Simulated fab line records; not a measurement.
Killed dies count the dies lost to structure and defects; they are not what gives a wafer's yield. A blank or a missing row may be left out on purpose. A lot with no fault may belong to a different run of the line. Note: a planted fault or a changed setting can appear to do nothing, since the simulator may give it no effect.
What tool caused it? | flow gf180mcu | Sampling: 14 lots, 42 wafers, 3 of 602 route steps

== WHAT THE GAUGES READ, wafer by wafer ==
GF_VT_IMPLANT_TW_MEAS_43. Usual: VT_IMPLANT_4_TW gives 687 (standard deviation 5.2).
lot  | measured     | on            | VT_IMPLANT_4_TW | flag
L748 | day 7 14:18  | film_metro-04 | 688 685 690     |
L749 | day 7 17:36  | film_metro-02 | 683 681 674     |
L750 | day 8 00:22  | film_metro-02 | 682 683 682     |
L751 | day 8 09:58  | film_metro-03 | 691 696 696     |
L752 | day 8 13:13  | film_metro-03 | 697 694 692     |
L753 | day 8 23:30  | film_metro-03 | 691 692 690     |
L754 | day 9 03:43  | film_metro-04 | 689 686 684     |
L756 | day 9 17:28  | film_metro-02 | 688 692 685     |
L760 | day 10 21:33 | film_metro-02 | 686 687 682     |
L762 | day 11 09:37 | film_metro-04 | 685 684 685     |
L763 | day 11 20:20 | film_metro-02 | 686 686 686     |
L767 | day 12 20:45 | film_metro-04 | 692 691 691     |
L769 | day 13 09:43 | film_metro-03 | 692 695 692     |
L770 | day 13 17:23 | film_metro-02 | 685 684 684     |

== WHAT TOOL EACH LOT RAN ON (gives the tool, then ch and the chambers of the sampled wafers, and finally the start) ==
lot  | GF_STI_WET_ETCH_27             | GF_VT_IMPLANT_STRIP_20
L748 | wet_bench-01 ch 1, day 2 05:30 | plasma_asher-01 ch 1, day 6 06:21
L749 | wet_bench-04 ch 0, day 2 09:35 | plasma_asher-01 ch 0,1, day 6 09:25
L750 | wet_bench-02 ch 0, day 2 13:23 | plasma_asher-02 ch 0,1, day 6 16:16
L751 | wet_bench-04 ch 2, day 2 20:22 | plasma_asher-02 ch 0,1, day 7 01:09
L752 | wet_bench-01 ch 0, day 3 00:12 | plasma_asher-02 ch 0,1, day 7 04:56
L753 | wet_bench-02 ch 3, day 3 05:33 | plasma_asher-01 ch 0,1, day 7 14:24
L754 | wet_bench-04 ch 0, day 3 11:17 | plasma_asher-02 ch 0,1, day 7 19:04
L756 | wet_bench-04 ch 2, day 3 20:44 | plasma_asher-03 ch 0,1, day 8 07:36
L760 | wet_bench-04 ch 3, day 4 17:43 | plasma_asher-03 ch 0,1, day 9 10:03
L762 | wet_bench-04 ch 1, day 5 03:01 | plasma_asher-03 ch 0,1, day 9 22:38
L763 | wet_bench-04 ch 0, day 5 10:44 | plasma_asher-03 ch 0,1, day 10 08:14
L767 | wet_bench-01 ch 3, day 6 05:07 | plasma_asher-02 ch 0,1, day 11 06:39
L769 | wet_bench-01 ch 1, day 6 16:19 | plasma_asher-01 ch 1, day 11 19:18
L770 | wet_bench-02 ch 0, day 6 20:56 | plasma_asher-03 ch 0,1, day 12 00:53
- GF_STI_WET_ETCH_27: etches Si3N4 in H3PO4, target depth 160 nm, time 1825 s.
- GF_VT_IMPLANT_STRIP_20: strips in O2/N2.

== WHAT THE TOOLS THEMSELVES READ (means of the sampled wafers that have a number; where no wafer has one, the mark that the record gives instead) ==
GF_STI_WET_ETCH_27. Usual: bath_heat_duty_pct 25.7 %, standard deviation 1.9; run_length_s 1854 s, standard deviation 3.7.
lot  | tool         | bath_heat_duty_pct (%) | run_length_s (s) | flag
L748 | wet_bench-01 | 23.6                   | 1851             |
L749 | wet_bench-04 | 27.0                   | 1857             |
L750 | wet_bench-02 | 25.8                   | 1858             |
L751 | wet_bench-04 | 23.0                   | 1859             |
L752 | wet_bench-01 | 27.7                   | 1850             |
L753 | wet_bench-02 | 26.8                   | 1860             |
L754 | wet_bench-04 | 26.5                   | 1857             |
L756 | wet_bench-04 | 23.3                   | 1853             |
L760 | wet_bench-04 | 26.5                   | 1760             | OFF
L762 | wet_bench-04 | 28.0                   | 1761             | OFF
L763 | wet_bench-04 | 26.6                   | 1760             | OFF
L767 | wet_bench-01 | 25.3                   | 1859             |
L769 | wet_bench-01 | 24.2                   | 1852             |
L770 | wet_bench-02 | 25.2                   | 1857             |

GF_VT_IMPLANT_STRIP_20. Usual: drypump_motor_current_A 5.8 A, standard deviation 0.65; heater_power_w 299 W, standard deviation 18; oes_product_au 0.716 a.u., standard deviation 0.0042; strip_time_to_endpoint_s 12.63 s, standard deviation 0.036.
lot  | tool            | drypump_motor_current_A (A) | heater_power_w (W) | oes_product_au (a.u.) | strip_time_to_endpoint_s (s) | flag
L748 | plasma_asher-01 | 4.9                         | 312                | 0.714                 | 12.67                        |
L749 | plasma_asher-01 | 5.4                         | 307                | 0.713                 | 12.67                        |
L750 | plasma_asher-02 | 6.0                         | 279                | 0.717                 | 12.63                        |
L751 | plasma_asher-02 | 6.0                         | 279                | 0.710                 | 12.64                        |
L752 | plasma_asher-02 | 6.0                         | 273                | 0.717                 | 12.64                        |
L753 | plasma_asher-01 | 5.9                         | 315                | 0.717                 | 12.66                        |
L754 | plasma_asher-02 | 5.4                         | 294                | 0.716                 | 12.57                        |
L756 | plasma_asher-03 | 6.0                         | 295                | 0.713                 | 12.60                        |
L760 | plasma_asher-03 | 5.9                         | 302                | 0.714                 | 12.58                        |
L762 | plasma_asher-03 | 5.9                         | 290                | 0.717                 | 12.61                        |
L763 | plasma_asher-03 | 5.8                         | 302                | 0.718                 | 12.62                        |
L767 | plasma_asher-02 | 6.0                         | 275                | 0.717                 | 12.63                        |
L769 | plasma_asher-01 | 4.9                         | 312                | 0.715                 | 12.65                        |
L770 | plasma_asher-03 | 5.8                         | 303                | 0.718                 | 12.64                        |

== THE ANSWER, worked out from the rows above alone ==
Rule: a lot is off if the mean of its wafers that have a number lies more than 3 standard deviations from the usual mean. Also off: a lot with no number at a reading for which 4 or more lots have one. Where the step has rows for the other lots, those lots are counted as sound. First the gauges in route order, then the tools' own readings, where a lot's mean is used as printed above. The first step at which some lot is off is used, and at that step the reading that is off furthest; a lot without a number counts as furthest.
Off: L760, L762, L763 (GF_STI_WET_ETCH_27, run_length_s).
A tool fits if, at that step or a process step before it, it ran every lot that is off, and no sound lot after the first of them. One candidate fits, namely wet_bench-04 at GF_STI_WET_ETCH_27. Its last sound lot is L756 (day 3 20:44), its first lot that is off L760 (day 4 17:43): a fault that began between those two fits.
The tool's own readings at GF_STI_WET_ETCH_27 bear it out: on the lots that are off they differ by more than 5 times the standard deviation of the sound lots' means. run_length_s reads 1760 s there against 1856 s on the sound lots.

== WHAT THE SIMULATOR PUT IN ==
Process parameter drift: wet_bench-04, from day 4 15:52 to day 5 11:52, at GF_STI_WET_ETCH_27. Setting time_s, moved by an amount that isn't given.
Struck lots among those shown: L760, L762, L763. This agrees with what the rule above found.
